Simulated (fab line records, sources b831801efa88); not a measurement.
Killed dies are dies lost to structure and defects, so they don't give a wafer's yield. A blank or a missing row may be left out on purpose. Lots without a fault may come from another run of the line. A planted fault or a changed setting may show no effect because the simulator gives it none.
Which tool did it? | flow gf180mcu | 13 lots, 36 wafers sampled, at 5 steps of a route of 602

WHAT THE GAUGES READ, wafer by wafer
GF_STI_BOW_MEAS_00. Usual: INCOMING_BOW 0 um, standard deviation 6.9.
lot  | measured    | on            | INCOMING_BOW (um) | flag
L537 | day 1 10:00 | film_metro-02 | 7 -7 -11          |
L538 | day 1 15:00 | film_metro-02 | -2 -3 14          |
L539 | day 1 20:02 | film_metro-04 | 8 -15 1           |
L540 | day 2 01:02 | film_metro-04 | -3 -3             |
L542 | day 2 11:04 | film_metro-02 | -6 11             |
L543 | day 2 16:04 | film_metro-04 | 7 15              |
L554 | day 4 23:02 | film_metro-03 | -2 -2 4           |
L555 | day 5 04:00 | film_metro-02 | -6 9 4            |
L556 | day 5 09:00 | film_metro-03 | 1 0 3             |
L557 | day 5 14:00 | film_metro-02 | 4 -3 -6           |
L558 | day 5 19:04 | film_metro-03 | 2 4 -1            |
L559 | day 6 00:00 | film_metro-04 | -14 -10 2         |
L560 | day 6 05:00 | film_metro-04 | -8 -1 -10         |

GF_STI_THK_MEAS_24. Usual: STI_CVD_23_THK 644 nm, standard deviation 6.6.
lot  | measured    | on            | STI_CVD_23_THK (nm) | flag
L537 | day 2 06:27 | film_metro-04 | 638 645 644         |
L538 | day 2 08:58 | film_metro-04 | 641 641 632         |
L539 | day 2 13:11 | film_metro-02 | 646 642 639         |
L540 | day 2 19:52 | film_metro-02 | 714 640             | OFF
L542 | day 3 08:37 | film_metro-03 | 724 661             | OFF
L543 | day 3 11:07 | film_metro-04 | 723 652             | OFF
L554 | day 5 20:10 | film_metro-04 | 642 649 656         |
L555 | day 6 04:46 | film_metro-02 | 647 646 641         |
L556 | day 6 13:06 | film_metro-03 | 644 640 639         |
L557 | day 6 13:06 | film_metro-04 | 644 649 655         |
L558 | day 6 19:32 | film_metro-03 | 639 650 657         |
L559 | day 7 00:37 | film_metro-04 | 631 628 638         |
L560 | day 7 06:53 | film_metro-04 | 651 646 636         |

GF_MVSD_OVL_MEAS_07. Usual: MVSD_OVL -0.5 nm, standard deviation 1.2.
lot  | measured     | on         | MVSD_OVL (nm)  | flag
L537 | day 4 12:49  | overlay-02 | 0.2 -0.6 -1.3  |
L538 | day 4 14:52  | overlay-02 | -2.3 -1.0 -2.7 |
L539 | day 4 18:29  | overlay-01 | 0.1 1.4 -0.1   |
L540 | day 5 05:20  | overlay-02 | -0.2 -1.0      |
L542 | day 5 18:23  | overlay-02 | -0.2 1.2       |
L543 | day 5 21:21  | overlay-01 | -0.3 1.2       |
L554 | day 8 14:16  | overlay-02 | 0.4 -2.7 -1.7  |
L555 | day 9 04:31  | overlay-01 | 0.9 -0.7 -0.4  |
L556 | day 9 11:25  | overlay-01 | -2.1 -1.1 -1.1 |
L557 | day 9 13:01  | overlay-01 | -1.4 -1.8 -1.4 |
L558 | day 9 16:30  | overlay-02 | -1.0 0.3 -1.4  |
L559 | day 9 22:20  | overlay-01 | -1.7 -1.1 -1.3 |
L560 | day 10 05:10 | overlay-01 | 0.9 -1.5 -1.8  |

WHICH TOOL RAN EACH LOT (tool, then ch and the chambers of the sampled wafers, then the start)
lot  | GF_STI_CVD_23                   | GF_STI_CMP_25
L537 | hdpcvd-02 ch 1,2, day 2 06:23   | cmp-01 ch 2,3, day 2 06:31
L538 | hdpcvd-01 ch 0,1,2, day 2 08:54 | cmp-02 ch 0,1,3, day 2 09:02
L539 | hdpcvd-01 ch 0,1,2, day 2 13:05 | cmp-02 ch 0,1,3, day 2 13:14
L540 | hdpcvd-01 ch 1, day 2 19:46     | cmp-02 ch 0,3, day 2 19:58
L542 | hdpcvd-01 ch 0,1, day 3 08:33   | cmp-01 ch 0,1, day 3 08:41
L543 | hdpcvd-01 ch 1,2, day 3 11:03   | cmp-02 ch 0, day 3 11:09
L554 | hdpcvd-01 ch 0,1,2, day 5 20:04 | cmp-02 ch 0,2,3, day 5 20:19
L555 | hdpcvd-01 ch 0,2, day 6 04:41   | cmp-02 ch 0,1, day 6 04:50
L556 | hdpcvd-01 ch 0,1,2, day 6 13:01 | cmp-01 ch 1,2,3, day 6 13:10
L557 | hdpcvd-02 ch 0,1,2, day 6 13:01 | cmp-02 ch 1,2,3, day 6 13:10
L558 | hdpcvd-02 ch 0,1,2, day 6 19:29 | cmp-02 ch 1,2, day 6 19:37
L559 | hdpcvd-02 ch 0,1,2, day 7 00:32 | cmp-01 ch 0,3, day 7 00:43
L560 | hdpcvd-02 ch 0,1, day 7 06:48   | cmp-01 ch 1,2,3, day 7 06:56
- GF_STI_CVD_23: deposits SiO2, target thk 650 nm, time 108.3 s.
- GF_STI_CMP_25: polishes, stops on Si3N4, t overpolish 33 s, target thk 524.6 nm.

WHAT THE TOOLS THEMSELVES READ (means of the sampled wafers that have a number; where no wafer has one, the mark that the record gives instead)
GF_STI_CVD_23. Usual: susceptor_temp_C 600.0 C, standard deviation 0.3.
lot  | tool      | susceptor_temp_C (C) | flag
L537 | hdpcvd-02 | 600.0                |
L538 | hdpcvd-01 | 600.3                |
L539 | hdpcvd-01 | 599.9                |
L540 | hdpcvd-01 | 600.1                |
L542 | hdpcvd-01 | 600.0                |
L543 | hdpcvd-01 | 599.9                |
L554 | hdpcvd-01 | 600.2                |
L555 | hdpcvd-01 | 599.7                |
L556 | hdpcvd-01 | 600.0                |
L557 | hdpcvd-02 | 599.8                |
L558 | hdpcvd-02 | 600.0                |
L559 | hdpcvd-02 | 599.8                |
L560 | hdpcvd-02 | 599.9                |

GF_STI_CMP_25. Usual: motor_current_A 12.5 A, standard deviation 0.79; time_to_endpoint_s 121 s, standard deviation 4.8.
lot  | tool   | motor_current_A (A) | time_to_endpoint_s (s) | flag
L537 | cmp-01 | 12.5                | 116                    |
L538 | cmp-02 | 12.8                | 124                    |
L539 | cmp-02 | 12.9                | 129                    |
L540 | cmp-02 | 12.9                | 134                    |
L542 | cmp-01 | 11.4                | 121                    |
L543 | cmp-02 | 12.3                | 138                    | OFF
L554 | cmp-02 | 12.4                | 123                    |
L555 | cmp-02 | 13.2                | 124                    |
L556 | cmp-01 | 12.1                | 119                    |
L557 | cmp-02 | 13.0                | 123                    |
L558 | cmp-02 | 12.7                | 118                    |
L559 | cmp-01 | 12.3                | 121                    |
L560 | cmp-01 | 11.9                | 121                    |

THE ANSWER, worked out from the rows above alone
Rule: a lot is off if the mean of its wafers that have a number lies more than 3 standard deviations from the usual mean. A lot without any number at a reading at which 4 lots or more have one is off too. The other lots that the step has rows for count as sound. The gauges are gone through in route order, then the tools' own readings, and for those a lot's mean is taken as printed above. The first step at which some lot is off is used, and at that step the reading that is off furthest; a lot without a number counts as furthest.
Off: L540, L542, L543, at GF_STI_THK_MEAS_24 (STI_CVD_23_THK).
A tool fits if, at a process step before that reading, it ran every lot that is off, and no sound lot after the first of them. The gauges at GF_STI_THK_MEAS_24 are tried like those tools. None of those tried fits.

WHAT THE SIMULATOR HAD PUT IN
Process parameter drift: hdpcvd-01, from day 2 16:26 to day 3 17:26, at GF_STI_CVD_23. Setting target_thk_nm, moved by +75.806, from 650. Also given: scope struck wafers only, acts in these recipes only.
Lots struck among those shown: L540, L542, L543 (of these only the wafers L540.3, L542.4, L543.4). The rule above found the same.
